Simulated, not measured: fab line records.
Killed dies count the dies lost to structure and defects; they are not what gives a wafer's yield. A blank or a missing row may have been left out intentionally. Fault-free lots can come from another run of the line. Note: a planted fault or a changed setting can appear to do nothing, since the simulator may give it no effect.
Matching of chambers ; flow sky130 ; 4 sister chambers for SKY_VIA2_CMP_24 on cmp-01
The step polishes, stops on SiO2, t overpolish 20 s, target thk 0 nm. 18 wafers are shown with their chamber, then 9 later ones without.

## WAFERS WITH THEIR CHAMBER
wafer;chamber;motorCurrentA (A);overpolishRunS (s);slurryFlowMlMin
L966.2;0;12.7;20.001;150.2
L966.5;3;12.1;19.986;150.0
L966.6;2;12.2;20.014;149.9
L968.1;0;13.2;20.017;149.7
L968.3;1;11.4;20.005;149.5
L968.6;3;11.5;19.989;149.5
L971.1;1;11.5;20.003;150.0
L971.2;3;11.7;19.993;150.8
L971.4;2;11.9;20.011;150.1
L973.1;2;11.8;19.979;150.0
L973.3;1;11.6;19.998;150.0
L973.4;3;11.5;20.004;149.9
L974.1;1;11.4;20.003;150.6
L974.5;3;11.5;20.002;150.8
L974.6;2;11.3;19.987;149.4
L981.2;0;13.1;20.009;149.5
L981.3;3;11.0;20.008;150.4
L981.4;1;11.9;20.003;149.5

SIGNATURES (means of the wafers above)
reading;chamber 0;chamber 1;chamber 2;chamber 3;scatter within a chamber
motorCurrentA;13.000;11.560;11.800;11.550;0.312
overpolishRunS;20.00900;20.00240;19.99775;19.99700;0.0102
slurryFlowMlMin;149.800;149.920;149.850;150.233;0.443
Rule: for a wafer and a chamber, the distance is found by dividing, reading by reading, the gap between the wafer's reading and the chamber's mean by the reading's scatter, squaring, summing and taking the root. The wafer belongs to the nearest chamber; if the next one is less than 2 further off, it can't be placed. The scatter is the square root of a quotient: the sum, over the shown wafers, of each reading's squared deviation from its chamber's mean, divided by wafers minus chambers.

## WAFERS WHOSE CHAMBER IS MISSING
wafer;motorCurrentA (A);overpolishRunS (s);slurryFlowMlMin
L983.4;12.1;19.995;150.4
L983.5;11.4;20.005;149.8
L983.6;11.6;19.994;150.5
L984.3;11.5;20.013;150.6
L984.4;13.4;19.996;148.9
L984.6;13.2;19.988;149.4
L986.2;11.3;20.001;150.0
L986.3;12.0;19.987;150.1
L986.6;11.9;19.994;150.4

## WHICH CHAMBER EACH WENT THROUGH
wafer;from the rows above;in truth
L983.4;can't be placed: 2 or 3 or 1 or 0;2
L983.5;can't be placed: 1 or 3 or 2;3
L983.6;can't be placed: 3 or 1 or 2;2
L984.3;can't be placed: 3 or 1 or 2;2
L984.4;0;0
L984.6;0;0
L986.2;can't be placed: 1 or 3 or 2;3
L986.3;can't be placed: 2 or 3 or 1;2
L986.6;can't be placed: 3 or 2 or 1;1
2 of 9 placed correctly. Unplaceable from these rows: 7, with the true chamber sitting among the candidates in 7. Placed wrongly: 0.
